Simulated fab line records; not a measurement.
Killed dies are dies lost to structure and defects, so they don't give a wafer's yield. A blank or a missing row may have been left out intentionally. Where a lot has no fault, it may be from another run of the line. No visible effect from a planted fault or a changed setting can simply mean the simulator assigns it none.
Chamber matching | flow sky130 | SKY_PASSIVATION_ETCH_11 on rieDiel-03 has 4 sister chambers
The step etches the open film in CF4/O2, stops on AlCu, target depth 725 nm, time 161.1 s. 4 wafers are shown with their chamber, then 8 later ones without.

## WAFERS PAIRED WITH THEIR CHAMBERS
wafer  | chamber | drypumpMotorCurrentA (A)
L431.2 | 1       | 5.9
L435.3 | 0       | 6.1
L435.6 | 2       | 5.7
L436.1 | 3       | 5.5

## WAFERS MISSING THEIR CHAMBER
wafer  | drypumpMotorCurrentA (A)
L436.2 | 6.0
L436.3 | 5.6
L445.2 | 5.5
L445.3 | 5.7
L445.5 | 5.5
L451.1 | 5.5
L451.3 | 5.7
L451.6 | 5.9

## WHICH CHAMBER EACH ONE RAN IN
wafer  | from the rows above     | in truth
L436.2 | can't be placed: 0 or 1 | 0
L436.3 | can't be placed: 3 or 2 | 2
L445.2 | 3                       | 3
L445.3 | 2                       | 2
L445.5 | 3                       | 3
L451.1 | 3                       | 3
L451.3 | 2                       | 2
L451.6 | 1                       | 1
Placed correctly: 6 of 8. Can't be placed from these rows: 2 (the true chamber is among the candidates in 2). Wrongly placed: 0.
How it was worked out, from the rows above alone: a wafer's distance from a chamber is the root of the sum, over the readings, of the square of ((its reading less the chamber's mean) divided by the reading's scatter). If the next closest chamber is less than 2 further off than the closest, the wafer can't be placed; otherwise it belongs to the closest. A chamber's mean is the mean of its shown wafers. The scatter: with one shown wafer a chamber, the root of the mean of the squares of how far each hidden wafer lies from its nearest shown one.
